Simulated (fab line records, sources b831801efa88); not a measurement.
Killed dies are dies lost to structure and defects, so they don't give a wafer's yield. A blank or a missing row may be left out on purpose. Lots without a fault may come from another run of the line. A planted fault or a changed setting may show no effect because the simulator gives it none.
A struck lot beside a sound one | flow sky130 | 15 steps out of a route of 708
Sound: wafers L627.2, L627.3, L627.5. Struck: wafers L636.4, L636.5, L636.6. The cause comes at the end.
At each step with rows: each side's tool, then ch and its chambers, then its first start. Under that, the readings that differ: sound wafers | struck wafers | difference of the means | sigmas: that difference in standard deviations of wafers without a fault.
alike: readings whose means differ by less than 2 such deviations, and words and numbers that are the same on both sides. not compared: withheld readings, readings that some wafer has no value for, bounds like >300 that may hide the same value, and numbers for which the record gives no deviation and whose values overlap.
The two part at a step that has a row with sigmas, a row that says differs or no value, or rows on one side only. Numbers that don't overlap but have no deviation are shown without sigmas and don't part them. A reading that every wafer of one side lacks parts them only if that side has two wafers or more.

SKY_NWELL_RS_MEAS_29: measures by four-point-probe.
  sound on film_metro-03, day 6 08:25; struck on film_metro-03, day 8 02:19
  alike: NWELL_RS
SKY_NWELL_RS_MEAS_31: measures by four-point-probe.
  sound on film_metro-03, day 6 08:40; struck on film_metro-03, day 8 02:34
  alike: PWDE_RS
then, 7 steps without rows for these wafers: SKY_VT_ADJUST_HVTP_DEHYDRATE_00 (time 60 s); SKY_VT_ADJUST_HVTP_HMDS_01 (prime time 60 s); SKY_VT_ADJUST_HVTP_COAT_02 (resist thk 1140 nm); SKY_VT_ADJUST_HVTP_SOFTBAKE_03 (time 60 s); SKY_VT_ADJUST_HVTP_EXPOSE_04 (exposes mask HVTPM, target cd 380 nm); SKY_VT_ADJUST_HVTP_PEB_05; SKY_VT_ADJUST_HVTP_DEVELOP_06 (develop time 60 s).
SKY_VT_ADJUST_HVTP_CD_MEAS_07: target cd 380 nm.
  sound on cd_sem-02, day 7 03:17; struck on cd_sem-01, day 8 23:12
  reading    | sound             | struck            | difference | sigmas
  cd_nm (nm) | 378.3 376.5 376.8 | 384.7 385.8 383.0 | +7.3       | +3
SKY_VT_ADJUST_HVTP_OVL_MEAS_08:
  sound on overlay-01, day 7 03:23; struck on overlay-02, day 8 23:16
  alike: VT_ADJUST_HVTP_OVL
SKY_VT_ADJUST_HVTP_IMPLANT_09:
  sound on implanter-03 ch 0, day 7 03:26; struck on implanter-04 ch 0, day 8 23:22
  reading            | sound                         | struck                        | difference | sigmas
  dose_ions_cm2      | 4.298e+12 4.295e+12 4.308e+12 | 4.984e+12 4.986e+12 4.987e+12 | +6.853e+11 | +99 or more
  faraday_current_uA | 24.0 24.6 24.0                | 28.3 28.9 27.9                | +4.2       | +8
SKY_VT_ADJUST_HVTP_STRIP_10: strips in O2/N2.
  sound on plasma_asher-03 ch 1, day 7 03:34; struck on plasma_asher-03 ch 0,1, day 8 23:29
  reading                        | sound                | struck               | difference | sigmas
  chamber_pressure_mTorr (mTorr) | 1497.6 1499.3 1496.6 | 1499.0 1502.8 1501.3 | +3.2       | +2
  alike: drypump_motor_current_A, oes_product_au, strip_time_to_endpoint_s
  not compared: rf_hours_counter_h
SKY_VT_ADJUST_HVTP_TW_MEAS_11:
  sound on film_metro-01, day 7 03:41; struck on film_metro-01, day 8 23:54
  reading           | sound          | struck         | difference | sigmas
  VT_ADJUST_HVTP_TW | 1369 1360 1360 | 1424 1424 1414 | +58        | +8
  not compared: hold
-- the record jumps here: 40 days lie between the struck wafers' starts before and after (it left off in module VT_ADJUST_HVTP and takes up again in module PAD_OPEN, whose first step shown is number 708 of the route) --
SKY_PAD_OPEN_PROBE_99:
  sound on prober-01, day 46 17:36; struck on prober-02, day 48 15:59
  reading                                  | sound                | struck               | difference | sigmas
  killed_at_contacts                       | 25 15 23             | 33 35 29             | +11        | +2
  model.etest.tip_p.rs_ohm_sq              | 6886 6896 6903       | 7238 7151 7182       | +295       |
  model.etest.pfet_01v8.r_on_ohm_um        | 2812 2847 2916       | 2948 2998 3071       | +147       |
  model.etest.pfet_01v8.drive_ua_um        | 200.4 196.6 192.9    | 184.2 179.1 174.7    | -17.3      |
  model.etest.pfet_01v8_mvt.drive_ua_um    | 152.6 151.9 150.6    | 140.3 137.9 135.1    | -13.9      |
  model.etest.pfet_01v8_hvt.drive_ua_um    | 149.6 145.7 142.8    | 138.9 135.4 130.4    | -11.1      |
  model.etest.sram_pfet_latch.drive_ua_um  | 154.9 147.8 138.7    | 137.7 133.2 129.4    | -13.7      |
  model.etest.pfet_01v8_mvt.off_log10_a_um | -10.46 -10.49 -10.64 | -11.55 -11.81 -11.83 | -1.20      |
  model.etest.pfet_01v8.off_log10_a_um     | -9.093 -9.421 -9.638 | -10.57 -10.53 -10.88 | -1.28      |
  alike: killed_at_M0_to_M3, killed_at_M4_up, killed_at_front_end, killed_at_other, killed_dies, killed_open, killed_short

WHERE THEY PART
First at SKY_VT_ADJUST_HVTP_CD_MEAS_07; last, within this record, at SKY_PAD_OPEN_PROBE_99.

WHY: what the simulator had put in
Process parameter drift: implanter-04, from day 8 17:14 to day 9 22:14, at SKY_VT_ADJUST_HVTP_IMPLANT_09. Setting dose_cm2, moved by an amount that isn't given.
